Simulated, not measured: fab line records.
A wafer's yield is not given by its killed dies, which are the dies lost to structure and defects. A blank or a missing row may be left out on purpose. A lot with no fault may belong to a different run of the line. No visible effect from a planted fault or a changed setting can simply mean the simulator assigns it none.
fab line records	flow sky130
record: lots: 3	wafers: 9	lastDay: 49
route steps=708 shown LDD_LDN@292 SPACER@304 POLY_CUT@307 SD_P@320 RES_XHIGH@332 SALICIDE@361 PAD_OPEN@708
lots untouched by any fault: they come from a run of this same line in which no faults occurred
startH: hours from the record's opening day to when the first of the lot's shown wafers began	waitH: how many hours have passed since the lot's step before this one	" identical to the entry in the row above	L1.1+2: several wafers, shown together as one row	- no value present, or no start provided	* or withheld: withheld	< > ~ a bound
route shown NAME@n: names a module that has steps shown in the file, with the first one's number in the route	usual: average and standard deviation across the fault-free wafers	same: alike in all rows	chamber/n: place in a boat	sites: each site's reading	_std_site: their standard deviation	_edge_site: mean of outer sites minus mean of inner sites	radiusMm: how far each site lies from the wafer's centre	mask NAME#n: copy n	behind: the most recent tool/chamber to have shaped the wafer	hold: reason for holding the lot/hours on hold/outcome of the hold	device: the transistor (n, p or np) that didn't switch	end of line: the route-end tests of the same wafers	a step without rows: its recipe alone	killed: dies lost to structure and defects at the first sort, not the wafer's yield	map: a wafer's dies, x killed, . not, _ none there
set.NAME: the setting that was run; set.NAME@STEP: the one run at that earlier step	model.NAME: the simulator's own value behind a step, which no gauge read
lots at some steps of the route; a table a step, a row a wafer
services: when a tool's chamber went out of use (startH, in hours from the record's first day, below 0 if earlier), for how many hours, and the reason
== steps ==
step: SKY_LDD_LDN_SOFTBAKE_03
recipe: tempC: 90	timeS: 60	resist: NOVOLAK
step: SKY_LDD_LDN_EXPOSE_04
recipe: maskId: LDNTM	na: 0.6	sourceShape: conventional	sigmaOuter: 0.6	polarization: unpolarized	targetCdNm: 700	doseMj: 140
step: SKY_LDD_LDN_PEB_05
recipe: tempC: withheld	timeS: *	resist: NOVOLAK
step: SKY_LDD_LDN_DEVELOP_06
recipe: resist: NOVOLAK	developer: TMAH	developTimeS: 60	devTempC: 23
step: SKY_LDD_LDN_IMPLANT_08
recipe: species: As	energyKev: 15	doseCm2: 1.25e+13	tiltDeg: withheld	rotationDeg: 23
step: SKY_LDD_LDN_IMPLANT_09
recipe: species: As	energyKev: 15	doseCm2: 1.25e+13	tiltDeg: withheld	rotationDeg: 113
step: SKY_LDD_LDN_IMPLANT_10
recipe: species: As	energyKev: 15	doseCm2: 1.271e+13	tiltDeg: withheld	rotationDeg: 203
step: SKY_LDD_LDN_IMPLANT_11
recipe: species: As	energyKev: 15	doseCm2: 1.25e+13	tiltDeg: withheld	rotationDeg: 293
step: SKY_LDD_LDN_STRIP_12
recipe: chemistry: O2/N2	powerW: 1400	pressureMtorr: 1500	platenTempC: withheld	o2FlowSccm: 3000	n2FlowSccm: 300	overashFraction: 0.5
step: SKY_LDD_LDN_CLEAN_14
recipe: chemistry: SC1/SC2	mix: 1:4:20	tempC: 70	timeS: 150	dry: n2Spin
step: SKY_SPACER_CVD_00
recipe: material: Si3N4	precursor: DCS/NH3	targetThkNm: 43.1	tempC: 770	timeS: 740	pressureMtorr: 250
usual: spikeTcBottomC: 787/3.6	spikeTcCentreC: 769.9/1.2	spikeTcLowerC: 770.4/1.2	spikeTcTopC: 782.3/1.1	spikeTcUpperC: 771.7/1.5	susceptorTempC: 770.03/0.27	zonePowerBottomPct: 19.0/0.67	zonePowerCentrePct: 11.75/0.21	zonePowerLowerPct: 14.20/0.19	zonePowerUpperPct: 11.85/0.14
same: timeS: 740
lot.wafer	tool	chamber	startH	waitH	spikeTcBottomC	spikeTcCentreC	spikeTcLowerC	spikeTcTopC	spikeTcUpperC	susceptorTempC	zonePowerBottomPct	zonePowerCentrePct	zonePowerLowerPct	zonePowerUpperPct	model.Si3N4_of_SPACER_CVD_00.thkNm
L336.1	lpcvd-02	1	572.52	0.0	788	772.8	769.2	783.8	772.0	770.06	18.6	11.90	14.36	11.79	42.74
L336.3	"	1	"	"	790	769.0	771.8	782.1	771.3	769.76	18.5	11.77	14.36	11.66	42.84
L336.5	"	1	"	"	790	770.2	769.4	783.5	772.8	770.52	18.7	11.96	14.53	11.79	42.91
L341.1	lpcvd-02	1	618.32	0.0	791	770.9	769.8	784.2	770.9	770.43	18.5	11.68	14.29	11.85	43.18
L341.3	"	1	"	"	788	769.3	772.4	781.4	772.6	770.40	18.5	11.88	14.48	12.01	42.99
L341.4	"	1	"	"	789	769.9	768.9	780.4	772.0	770.31	18.8	12.05	14.15	11.88	42.62
L349.1	lpcvd-02	0	678.36	0.0	767	756.2	753.7	765.6	754.6	754.43	19.3	11.13	13.28	11.27	31.29
L349.3	"	0	"	"	768	756.4	753.1	765.2	754.6	754.75	19.5	11.12	13.51	11.40	31.14
L349.5	"	0	"	"	767	755.5	754.7	765.0	755.6	754.35	19.4	10.95	13.32	11.15	31.18
step: SKY_SPACER_THK_MEAS_01
recipe: reads: Si3N4_of_SPACER_CVD_00
usual: SPACER_CVD_00_THK: 42.9/0.38
lot.wafer	tool	chamber	startH	waitH	hold	SPACER_CVD_00_THK[nm]
L336.1	filmMetro-01	-	574.33	0.0	-	42.7
L336.3	"	-	"	"	-	42.8
L336.5	"	-	"	"	-	42.9
L341.1	filmMetro-03	-	619.53	0.0	-	43.2
L341.3	"	-	"	"	-	43.0
L341.4	"	-	"	"	-	42.6
L349.1	filmMetro-03	-	680.17	0.0	awaitDispo/0.2h/release	31.3
L349.3	"	-	"	"	awaitDispo/0.2h/release	31.2
L349.5	"	-	"	"	awaitDispo/0.2h/release	31.2
L349.1	filmMetro-03	-	680.40	0.2	-	31.3
L349.3	"	-	"	"	-	31.1
L349.5	"	-	"	"	-	31.2
step: SKY_SPACER_ETCHBACK_02
recipe: chemistry: CH3F/O2	target: Si3N4	stopOn: SiO2	sourceW: 400	biasW: 80	pressureMtorr: 25	ch3fFlowSccm: 40	O2_flow_sccm: 30	timeS: 46.7	targetDepthA: 450
usual: drypumpMotorCurrentA: 5.5/0.48	oesProductAu: 0.853/0.0062	throttleValvePct: 10.562/0.0089
same: timeS: 46.7
lot.wafer	tool	chamber	startH	waitH	hold	drypumpMotorCurrentA	oesProductAu	rfHoursCounterH	throttleValvePct	model.etch.depthNm
L336.1	rieDiel-04	1	574.39	0.1	-	5.5	0.859	6	10.579	42.74
L336.3	"	0	"	"	-	6.1	0.856	9	10.562	42.84
L336.5	"	0	"	"	-	6.1	0.857	-	10.556	42.91
L341.1	rieDiel-03	1	619.59	0.1	-	5.4	0.863	4	10.551	43.18
L341.3	"	3	"	"	-	5.4	0.854	33	10.575	42.99
L341.4	"	3	"	"	-	5.5	0.848	-	10.552	42.62
L349.1	rieDiel-04	1	691.42	11.0	awaitDispo/11.0h/release	5.5	0.725	8	10.549	31.29
L349.3	"	2	"	"	awaitDispo/11.0h/release	5.0	0.721	17	10.544	31.14
L349.5	"	2	"	"	awaitDispo/11.0h/release	5.0	0.718	-	10.549	31.18
step: SKY_POLY_CUT_DEHYDRATE_00
recipe: tempC: 200	timeS: 60
step: SKY_POLY_CUT_HMDS_01
recipe: primeTimeS: 60	primeTempC: 120
step: SKY_POLY_CUT_COAT_02
recipe: resist: BARC	tempC: withheld	timeS: withheld	spinRpm: 3000	resistThkNm: 60
step: SKY_POLY_CUT_COAT_03
recipe: resist: KrF-thick	spinRpm: 3000	resistThkNm: 450
step: SKY_POLY_CUT_SOFTBAKE_04
recipe: tempC: 100	timeS: 90	resist: KrF-thick
step: SKY_POLY_CUT_EXPOSE_05
recipe: maskId: NPCM	na: 0.8	sourceShape: annular	sigmaInner: 0.55	sigmaOuter: 0.85	targetCdNm: 270	doseMj: 32
step: SKY_POLY_CUT_PEB_06
recipe: pebTempC: withheld	pebTimeS: withheld	resist: KrF-thick
step: SKY_POLY_CUT_DEVELOP_07
recipe: developTimeS: 60	resist: KrF-thick	devTempC: 21
step: SKY_POLY_CUT_ETCH_10
recipe: chemistry: N2/H2	target: BARC	ionEnergyEv: 200	sourceW: 500	biasW: 100	pressureMtorr: 30	n2FlowSccm: 100	h2FlowSccm: 200	stopOn: SiO2	timeS: 45.9	targetDepthA: 600
step: SKY_POLY_CUT_ETCH_11
recipe: target: Si3N4	chemistry: CF4/CH2F2/Ar	stopOn: poly-Si	sourceW: 600	biasW: 150	pressureMtorr: 40	cf4FlowSccm: 40	ch2f2FlowSccm: 20	Ar_flow_sccm: 150	timeS: 42.5	targetDepthA: 600
step: SKY_POLY_CUT_STRIP_12
recipe: chemistry: O2/N2	powerW: 1400	pressureMtorr: 1500	platenTempC: withheld	o2FlowSccm: 3000	n2FlowSccm: 300	overashFraction: 0.5
step: SKY_SD_P_DEHYDRATE_00
recipe: tempC: 200	timeS: 60
step: SKY_SD_P_HMDS_01
recipe: primeTimeS: 60	primeTempC: 120
step: SKY_SD_P_COAT_02
recipe: resist: NOVOLAK	spinRpm: 3000	resistThkNm: 1140
step: SKY_SD_P_SOFTBAKE_03
recipe: tempC: 90	timeS: 60	resist: NOVOLAK
step: SKY_SD_P_EXPOSE_04
recipe: maskId: PSDM	na: 0.6	sourceShape: conventional	sigmaOuter: 0.6	polarization: unpolarized	targetCdNm: 380	doseMj: 138
step: SKY_SD_P_PEB_05
recipe: tempC: withheld	timeS: *	resist: NOVOLAK
step: SKY_SD_P_DEVELOP_06
recipe: resist: NOVOLAK	developer: TMAH	developTimeS: 60	devTempC: 23.94
step: SKY_SD_P_IMPLANT_09
recipe: species: BF2	energyKev: 19.89	doseCm2: 3e+15	tiltDeg: 0
step: SKY_SD_P_STRIP_10
recipe: chemistry: O2/N2	powerW: 1400	pressureMtorr: 1500	platenTempC: withheld	o2FlowSccm: 3000	n2FlowSccm: 300	overashFraction: 0.5
step: SKY_RES_XHIGH_DEHYDRATE_00
recipe: tempC: 200	timeS: 60
step: SKY_RES_XHIGH_HMDS_01
recipe: primeTimeS: 60	primeTempC: 120
step: SKY_SALICIDE_CLEAN_00
recipe: chemistry: HF-last	timeS: 30	dilution: 100:1	dry: ipaMarangoni
same: timeS: 30
lot.wafer	tool	chamber	startH	waitH	model.Si3N4_of_SPACER_CVD_00.thkNm
L336.1	wetBench-02	2	692.02	0.1	41.77
L336.3	"	2	"	"	41.87
L336.5	"	2	"	"	41.94
L341.1	wetBench-03	2	733.53	0.1	42.21
L341.3	"	2	"	"	42.02
L341.4	"	2	"	"	41.65
L349.1	wetBench-03	2	790.23	0.1	30.32
L349.3	"	2	"	"	30.17
L349.5	"	2	"	"	30.21
step: SKY_PAD_OPEN_PROBE_99
usual: killed_at_M0_to_M3: 44/7	killed_at_M4_up: 3.0/1.8	killedAtContacts: 24/4.9	killedAtFrontEnd: 15/5	killedAtOther: 0.2/0.53	killedDies: 87/8.7	killedOpen: 48/6.8	killedShort: 39/5.7
same: grossDies: 492	killedAtBackSide: 0
lot.wafer	tool	chamber	startH	waitH	killed_at_M0_to_M3	killed_at_M4_up	killedAtContacts	killedAtFrontEnd	killedAtOther	killedDies	killedOpen	killedShort	model.etest.pfet_01v8.rOnOhmUm	model.etest.pfetG5v0d10v5.rOnOhmUm	model.etest.nfetG5v0d10v5.rOnOhmUm	model.etest.sonosUncharged.rOnOhmUm	model.etest.resPdiff.lineOhmUm	model.etest.pfet_01v8.driveUaUm	model.etest.nfet_01v8_lvt.driveUaUm	model.etest.sramNfetPass.driveUaUm
L336.1	prober-02	-	1106.97	0.1	42	0	29	19	0	90	49	41	2942	4827	1920	812.7	1361	190.1	568.6	485.5
L336.3	prober-02	-	1107.07	0.2	36	3	28	21	1	89	49	40	2887	4786	1903	807.7	1414	193	578.6	491.2
L336.5	prober-02	-	1107.17	0.2	46	6	27	17	0	96	48	48	2781	4709	1885	795	1385	200.7	577.9	509.2
L341.1	prober-01	-	1136.40	0.1	42	3	28	18	0	91	47	44	2947	4835	1904	810.8	1360	189.8	592.8	504.3
L341.3	prober-01	-	1136.50	0.2	44	2	22	12	1	81	46	35	2836	4789	1900	786.6	1372	198.8	603.5	506
L341.4	prober-01	-	1136.55	0.2	35	1	27	20	0	83	43	40	2830	4784	1882	821.2	1389	193.7	586.9	488.1
L349.1	prober-01	-	1175.13	0.1	46	1	16	29	1	93	56	37	2496	4623	1820	733.9	1353	230.5	623	538.4
L349.3	prober-01	-	1175.23	0.2	39	2	29	16	0	86	47	39	2510	4664	1832	732	1360	229.3	618.3	533.6
L349.5	prober-01	-	1175.33	0.2	50	2	18	16	0	86	53	33	2506	4607	1820	730.9	1369	231.5	606.6	522.4
killed by level:class
L336.1 VIA1:geometricParticle:open=14 LI_CONTACT:geometricParticle:open=10 LOCAL_INTERCONNECT:geometricParticle:short=8 CONTACT:geometricParticle:open=7 POLY_GATE:geometricParticle:short=6 VIA2:geometricParticle:open=6 FIELD_ISO:geometricParticle:short=5 VIA3:geometricParticle:open=5
L336.3 VIA1:geometricParticle:open=11 CONTACT:geometricParticle:open=11 VIA2:geometricParticle:open=5 FIELD_ISO:geometricParticle:short=5 POLY_GATE:geometricParticle:short=5 LI_CONTACT:geometricParticle:open=5 LOCAL_INTERCONNECT:geometricParticle:short=5 FIELD_ISO:geometricParticle:open=4
L336.5 VIA1:geometricParticle:open=19 VIA1:geometricParticle:short=9 LI_CONTACT:geometricParticle:open=9 LOCAL_INTERCONNECT:geometricParticle:short=7 METAL4:geometricParticle:short=6 CONTACT:geometricParticle:open=6 FIELD_ISO:geometricParticle:short=5 CONTACT:geometricParticle:short=5
L341.1 VIA3:geometricParticle:open=10 VIA1:geometricParticle:open=9 CONTACT:geometricParticle:open=7 VIA2:geometricParticle:open=7 FIELD_ISO:geometricParticle:short=6 LI_CONTACT:geometricParticle:open=6 LOCAL_INTERCONNECT:geometricParticle:short=5 METAL2:geometricParticle:short=5
L341.3 VIA1:geometricParticle:open=13 VIA2:geometricParticle:open=11 CONTACT:geometricParticle:open=8 LI_CONTACT:geometricParticle:open=6 METAL1:geometricParticle:short=6 FIELD_ISO:geometricParticle:short=5 VIA3:geometricParticle:short=5 POLY_GATE:geometricParticle:open=3
L341.4 LI_CONTACT:geometricParticle:open=11 CONTACT:geometricParticle:open=7 FIELD_ISO:geometricParticle:short=6 CONTACT:geometricParticle:short=6 VIA3:geometricParticle:open=6 VIA1:geometricParticle:open=5 METAL2:geometricParticle:short=5 VIA3:geometricParticle:short=5
L349.1 VIA1:geometricParticle:open=11 VIA2:geometricParticle:open=9 CONTACT:geometricParticle:open=9 FIELD_ISO:geometricParticle:open=8 POLY_GATE:geometricParticle:open=8 POLY_GATE:geometricParticle:short=6 METAL2:geometricParticle:short=6 METAL1:geometricParticle:short=5
L349.3 LI_CONTACT:geometricParticle:open=12 VIA1:geometricParticle:open=9 VIA3:geometricParticle:open=7 CONTACT:geometricParticle:open=6 FIELD_ISO:geometricParticle:open=5 LOCAL_INTERCONNECT:geometricParticle:short=5 VIA1:geometricParticle:short=5 FIELD_ISO:geometricParticle:short=4
L349.5 VIA1:geometricParticle:open=17 LI_CONTACT:geometricParticle:open=8 VIA2:geometricParticle:open=8 VIA3:geometricParticle:open=5 FIELD_ISO:geometricParticle:open=4 POLY_GATE:geometricParticle:short=4 CONTACT:geometricParticle:short=4 VIA1:geometricParticle:short=4
== services ==
tool	chamber	startH	hours	kind
rieDiel-04	3	580.80	5.7	repair
rieDiel-03	0	596.37	6.0	repair
rieDiel-04	1	608.30	4.7	repair
rieDiel-03	2	616.88	12.5	repair
rieDiel-03	-	641.86	0.7	repair
rieDiel-04	1	647.15	1.8	repair
lpcvd-02	-	658.28	6.0	pm
rieDiel-03	0	688.24	3.9	repair
rieDiel-03	1	703.76	5.2	repair
rieDiel-03	-	721.69	0.6	repair
rieDiel-03	0	726.91	3.0	repair
rieDiel-04	3	727.87	2.7	repair
rieDiel-03	-	742.48	1.0	repair
rieDiel-03	2	747.74	5.2	repair
rieDiel-04	-	788.30	1.8	repair
== key ==
firstSign: step: SKY_SPACER_CVD_00	reading: susceptorTempC	direction: down	sigmas: 58	usual: *	struck: *
effect: step: SKY_SPACER_CVD_00	reading: spikeTcTopC	direction: down	sigmas: 16	usual: 782.3	struck: 765.3
effect: step: SKY_SPACER_THK_MEAS_01	reading: visit	direction: added
effect: step: SKY_SPACER_THK_MEAS_01	reading: SPACER_CVD_00_THK	direction: down	sigmas: 30	usual: 42.9	struck: 31.2
effect: step: SKY_SPACER_ETCHBACK_02	reading: oesProductAu	direction: down	sigmas: 21	usual: 0.853	struck: 0.721
modelEffect: step: SKY_SPACER_CVD_00	value: Si3N4_of_SPACER_CVD_00.thkNm	without: 42.44	struck: 31.21
modelEffect: step: SKY_SPACER_ETCHBACK_02	value: etch.depthNm	without: 42.44	struck: 31.21
modelEffect: step: SKY_SALICIDE_CLEAN_00	value: Si3N4_of_SPACER_CVD_00.thkNm	without: 41.46	struck: 30.23
modelEffect: step: SKY_PAD_OPEN_PROBE_99	value: etest.pfet_01v8.rOnOhmUm	without: 2850	struck: 2504
metAt SKY_SPACER_CVD_00
struckWafers L349.1,L349.3,L349.5
testerLeftOut L349
fault: kind: processParameterDrift	tool: lpcvd-02	chamber: 0	onsetH: 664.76	steps: SKY_SPACER_CVD_00	channel: tempC	offset: *	shape: step	endH: 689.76	actsIn: *	stated: *
testerLeftOut: of these lots the tester's yield and bins aren't shown, on N5 and GAA mostly nor the transistor test; their killed dies are dies lost to structure and defects alone, not to doping, threshold or leakage, so they don't give the yield
